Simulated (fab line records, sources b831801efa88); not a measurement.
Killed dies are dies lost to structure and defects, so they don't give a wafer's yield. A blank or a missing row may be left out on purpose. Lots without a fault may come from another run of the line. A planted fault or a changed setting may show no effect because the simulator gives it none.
Chamber matching | flow sky130 | SKY_FIELD_ISO_ETCH_15 on rie_diel-04: 4 sister chambers
The step etches the open film in CHF3/O2, stops on Si, target depth 180 nm, time 72 s. 4 wafers are shown with their chamber, then 8 later ones without.

WAFERS WITH THEIR CHAMBER
wafer  | chamber | rf_fwd_power_W (W)
L396.5 | 2       | 593.9
L397.2 | 0       | 601.2
L397.5 | 3       | 594.4
L404.3 | 1       | 597.4

WAFERS WITHOUT THEIR CHAMBER
wafer  | rf_fwd_power_W (W)
L404.4 | 592.9
L404.5 | 597.3
L405.3 | 593.6
L405.4 | 594.7
L405.6 | 594.6
L409.1 | 595.8
L409.4 | 599.7
L409.5 | 595.1

WHICH CHAMBER EACH WENT THROUGH
wafer  | from the rows above          | in truth
L404.4 | can't be placed: 2 or 3      | 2
L404.5 | 1                            | 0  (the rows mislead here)
L405.3 | can't be placed: 2 or 3      | 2
L405.4 | can't be placed: 3 or 2      | 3
L405.6 | can't be placed: 3 or 2      | 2
L409.1 | can't be placed: 3 or 1 or 2 | 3
L409.4 | can't be placed: 0 or 1      | 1
L409.5 | can't be placed: 3 or 2 or 1 | 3
Placed correctly: 0 of 8. Can't be placed from these rows: 7 (the true chamber is among the candidates in 7). Placed wrongly: 1.
How it was worked out, from the rows above alone: a wafer's distance from a chamber is the root of the sum, over the readings, of the square of ((its reading less the chamber's mean) divided by the reading's scatter). The wafer belongs to the nearest chamber; if the next one is less than 2 further off, it can't be placed. A chamber's mean is the mean of its shown wafers. The scatter: with one shown wafer a chamber, the root of the mean of the squares of how far each hidden wafer lies from its nearest shown one.
